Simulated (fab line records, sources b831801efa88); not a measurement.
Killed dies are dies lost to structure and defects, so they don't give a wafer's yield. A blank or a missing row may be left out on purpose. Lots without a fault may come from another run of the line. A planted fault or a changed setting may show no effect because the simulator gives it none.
fab line records | flow gf180mcu | part 2 of 2: steps 29 to 40 of 40
record lots=5 wafers=15 last_day=34
route steps=602 shown DUAL_GATE@152 POLY_GATE@157 HV_LDD@176
lots that met no fault: from a run of the same line without faults
start_h: hours from the record's first day to the start of the lot's first wafer shown | wait_h: hours since the lot's step before | " the same as in the row above | L1.1+2: a row that stands for several wafers | - no value, or no start given | * or withheld: withheld | < > ~ a bound
route shown NAME@n: a module of which the file shows steps, and the number in the route of the first | usual: mean/standard deviation of fault-free wafers | same: alike in all rows | chamber/n: place in a boat | sites: the reading at each site | _std_site: their standard deviation | _edge_site: outer sites' mean less inner sites' | radius_mm: how far each site lies from the wafer's centre | mask NAME#n: copy n | behind: the tool/chamber that last shaped the wafer | hold: why the lot was held/for how many hours/how that ended | device: the transistor (n, p or np) that didn't switch | end of line: the same wafers' tests at the end of the route | a step without rows: its recipe alone | killed: dies lost to structure and defects at the first sort, not the wafer's yield | map: a wafer's dies, x killed, . not, _ none there
set.NAME: the setting as run; set.NAME@STEP: as run at that earlier step | model.NAME: the simulator's own value behind a step, which no gauge read
lots at some steps of the route; a table a step, a row a wafer
services: from which hour (start_h, from the record's first day; less than 0 if before it) a tool's chamber was out of use, for how many hours, and why
## steps
# step GF_HV_LDD_EXPOSE_04
# recipe mask_id=Nplus_LV_AREA target_cd_nm=400 na=0.6 source_shape=conventional sigma_outer=0.6 dose_mj=140
# columns lot.wafer tool chamber start_h wait_h mask
L075.1+3+6 iline_stepper-01 0 - - Nplus_LV_AREA#0
L082.3+4+5 iline_stepper-02 0 - - Nplus_LV_AREA#0
L085.3+5+6 iline_stepper-02 0 - - Nplus_LV_AREA#0
L090.1+3+5 iline_stepper-02 0 - - Nplus_LV_AREA#0
L096.1+4+6 iline_stepper-02 0 - - Nplus_LV_AREA#0
# step GF_HV_LDD_PEB_05
# recipe temp_c=withheld time_s=* resist=NOVOLAK
# columns lot.wafer tool chamber start_h wait_h
L075.1+3+6 litho_track-04 0 - -
L082.3+4+5 litho_track-02 0 - -
L085.3+5+6 litho_track-04 0 - -
L090.1+3+5 litho_track-02 0 - -
L096.1+4+6 litho_track-04 0 - -
# step GF_HV_LDD_DEVELOP_06
# recipe develop_time_s=60 dev_temp_c=23
# columns lot.wafer tool chamber start_h wait_h
L075.1+3+6 litho_track-04 0 223.17 0.1
L082.3+4+5 litho_track-02 0 274.40 0.1
L085.3+5+6 litho_track-04 0 302.77 0.1
L090.1+3+5 litho_track-02 0 343.65 0.1
L096.1+4+6 litho_track-04 0 383.12 0.1
# step GF_HV_LDD_CD_MEAS_07
# recipe target_cd_nm=400
# usual cd_nm=399.5/1.8
# columns lot.wafer tool chamber start_h wait_h cd_nm
L075.1 cd_sem-01 - 223.32 0.1 401.3
L075.3 " - " " 399.0
L075.6 " - " " 398.5
L082.3 cd_sem-02 - 274.54 0.1 399.0
L082.4 " - " " 400.5
L082.5 " - " " 398.2
L085.3 cd_sem-01 - 302.91 0.1 399.2
L085.5 " - " " 398.5
L085.6 " - " " 398.8
L090.1 cd_sem-01 - 343.80 0.1 399.5
L090.3 " - " " 398.8
L090.5 " - " " 401.5
L096.1 cd_sem-02 - 383.31 0.2 397.9
L096.4 " - " " 396.7
L096.6 " - " " 398.3
# step GF_HV_LDD_OVL_MEAS_08
# usual HV_LDD_OVL=-1.3/1.3
# columns lot.wafer tool chamber start_h wait_h HV_LDD_OVL[nm]
L075.1 overlay-02 - 223.44 0.1 -2.5
L075.3 " - " " -1.4
L075.6 " - " " -0.7
L082.3 overlay-02 - 274.63 0.1 -1.4
L082.4 " - " " -1.2
L082.5 " - " " -1.7
L085.3 overlay-02 - 303.00 0.1 -2.1
L085.5 " - " " -0.4
L085.6 " - " " -1.6
L090.1 overlay-01 - 343.92 0.1 -1.0
L090.3 " - " " -1.2
L090.5 " - " " -0.6
L096.1 overlay-02 - 383.43 0.1 0.8
L096.4 " - " " 0.4
L096.6 " - " " 0.2
# step GF_HV_LDD_IMPLANT_09
# recipe species=As energy_kev=40 dose_cm2=1e+14 tilt_deg=7
# columns lot.wafer tool chamber start_h wait_h
L075.1+3+6 implanter-03 0 223.48 0.0
L082.3+4+5 implanter-03 0 274.70 0.1
L085.3+5+6 implanter-03 0 303.08 0.1
L090.1+3+5 implanter-01 0 343.95 0.0
L096.1+4+6 implanter-01 0 383.47 0.0
# step GF_HV_LDD_STRIP_10
# recipe chemistry=O2/N2 power_w=1400 pressure_mtorr=1500 platen_temp_c=250 o2_flow_sccm=3000 n2_flow_sccm=300 overash_fraction=0.5
# usual drypump_motor_current_A=6.00/0.26 heater_power_w=368/12 n2_flow_sccm=300.0/1 oes_product_au=0.717/0.0043 strip_time_to_endpoint_s=12.63/0.033
# columns lot.wafer tool chamber start_h wait_h drypump_motor_current_A heater_power_w n2_flow_sccm oes_product_au rf_hours_counter_h strip_time_to_endpoint_s
L075.1 plasma_asher-03 1 223.63 0.1 6.25 350 301.1 0.723 37 12.60
L075.3 " 1 " " 6.23 339 301.0 0.714 - 12.62
L075.6 " 0 " " 5.72 364 300.5 0.707 - 12.64
L082.3 plasma_asher-03 0 274.84 0.1 5.70 352 299.7 0.717 - 12.65
L082.4 " 1 " " 6.23 349 299.2 0.717 - 12.62
L082.5 " 1 " " 6.25 357 299.6 0.720 - 12.63
L085.3 plasma_asher-01 0 303.21 0.1 5.98 377 299.0 0.717 - 12.67
L085.5 " 1 " " 6.28 351 300.6 0.713 - 12.63
L085.6 " 0 " " 5.98 374 300.3 0.717 - 12.65
L090.1 plasma_asher-01 1 344.10 0.1 6.30 362 301.4 0.722 71 12.65
L090.3 " 0 " " 5.96 371 299.3 0.710 - 12.64
L090.5 " 1 " " 6.26 359 299.0 0.711 - 12.63
L096.1 plasma_asher-01 0 383.62 0.1 6.00 370 299.3 0.719 76 12.65
L096.4 " 1 " " 6.28 356 300.0 0.717 - 12.65
L096.6 " 1 " " 6.27 358 299.5 0.717 - 12.61
# step GF_HV_LDD_TW_MEAS_11
# usual HV_LDD_TW=2401/20
# columns lot.wafer tool chamber start_h wait_h HV_LDD_TW
L075.1 film_metro-04 - 223.75 0.1 2407
L075.3 " - " " 2419
L075.6 " - " " 2403
L082.3 film_metro-02 - 274.92 0.1 2375
L082.4 " - " " 2373
L082.5 " - " " 2364
L085.3 film_metro-04 - 303.30 0.1 2411
L085.5 " - " " 2422
L085.6 " - " " 2420
L090.1 film_metro-01 - 344.20 0.1 2383
L090.3 " - " " 2394
L090.5 " - " " 2390
L096.1 film_metro-01 - 383.72 0.1 2385
L096.4 " - " " 2389
L096.6 " - " " 2387
# step GF_HV_LDD_DEHYDRATE_12
# recipe temp_c=200 time_s=60
# columns lot.wafer tool chamber start_h wait_h
L075.1+3+6 litho_track-03 0 232.32 8.6
L082.3+4+5 litho_track-02 0 284.25 9.3
L085.3+5+6 litho_track-04 0 312.67 9.4
L090.1+3+5 litho_track-02 0 354.95 10.7
L096.1+4+6 litho_track-04 0 394.87 11.1
# step GF_HV_LDD_HMDS_13
# recipe prime_time_s=60 prime_temp_c=120
# usual prime_temp_c=119.97/0.12
# columns lot.wafer tool chamber start_h wait_h prime_temp_c
L075.1 litho_track-03 0 232.47 0.1 120.08
L075.3 " 0 " " 120.19
L075.6 " 0 " " 120.12
L082.3 litho_track-02 0 284.40 0.1 120.05
L082.4 " 0 " " 120.13
L082.5 " 0 " " 120.00
L085.3 litho_track-04 0 312.82 0.1 119.94
L085.5 " 0 " " 119.94
L085.6 " 0 " " 119.90
L090.1 litho_track-02 0 355.10 0.1 120.06
L090.3 " 0 " " 119.99
L090.5 " 0 " " 120.18
L096.1 litho_track-04 0 395.02 0.1 119.77
L096.4 " 0 " " 119.82
L096.6 " 0 " " 119.90
# step GF_HV_LDD_COAT_14
# recipe resist=NOVOLAK spin_rpm=3000 resist_thk_nm=1000
# usual dispense_pressure_kPa=46.5/1.9
# columns lot.wafer tool chamber start_h wait_h dispense_pressure_kPa
L075.1 litho_track-03 0 232.62 0.1 45.1
L075.3 " 0 " " 45.1
L075.6 " 0 " " 45.1
L082.3 litho_track-02 0 284.55 0.1 45.8
L082.4 " 0 " " 45.8
L082.5 " 0 " " 45.8
L085.3 litho_track-04 0 312.97 0.1 50.1
L085.5 " 0 " " 50.1
L085.6 " 0 " " 50.1
L090.1 litho_track-02 0 355.25 0.1 45.8
L090.3 " 0 " " 45.8
L090.5 " 0 " " 45.8
L096.1 litho_track-04 0 395.17 0.1 50.1
L096.4 " 0 " " 50.1
L096.6 " 0 " " 50.1
# step GF_HV_LDD_SOFTBAKE_15
# recipe temp_c=90 time_s=60 resist=NOVOLAK
# columns lot.wafer tool chamber start_h wait_h
L075.1+3+6 litho_track-03 0 232.77 0.1
L082.3+4+5 litho_track-02 0 284.70 0.1
L085.3+5+6 litho_track-04 0 313.12 0.1
L090.1+3+5 litho_track-02 0 355.40 0.1
L096.1+4+6 litho_track-04 0 395.32 0.1
## services
# columns tool chamber start_h hours kind
krf_scanner-02 - 159.54 0.8 pm
furnace-01 - 170.17 3.3 pm
krf_scanner-02 - 175.96 7.0 repair
rie_si-02 - 187.37 0.1 repair
wet_bench-01 - 196.39 6.5 repair
iline_stepper-02 - 210.03 8.8 repair
krf_scanner-02 - 210.82 1.3 pm
lpcvd-01 - 214.36 6.1 pm
furnace-01 - 214.69 3.9 pm
lpcvd-01 - 221.96 1.4 repair
wet_bench-03 - 224.83 0.7 repair
iline_stepper-02 - 238.80 6.3 repair
krf_scanner-02 - 246.56 1.0 pm
krf_scanner-02 - 247.56 4.0 pm
krf_scanner-02 - 252.05 0.8 repair
iline_stepper-02 - 274.32 1.7 pm
furnace-01 - 276.69 2.7 pm
plasma_asher-02 - 283.25 3.1 repair
krf_scanner-02 - 308.56 4.4 pm
rie_si-02 3 317.51 12.3 repair
wet_bench-01 - 334.52 1.6 repair
plasma_asher-03 - 339.17 28.1 pm
furnace-01 - 349.46 9.1 pm
iline_stepper-02 - 352.34 2.1 pm
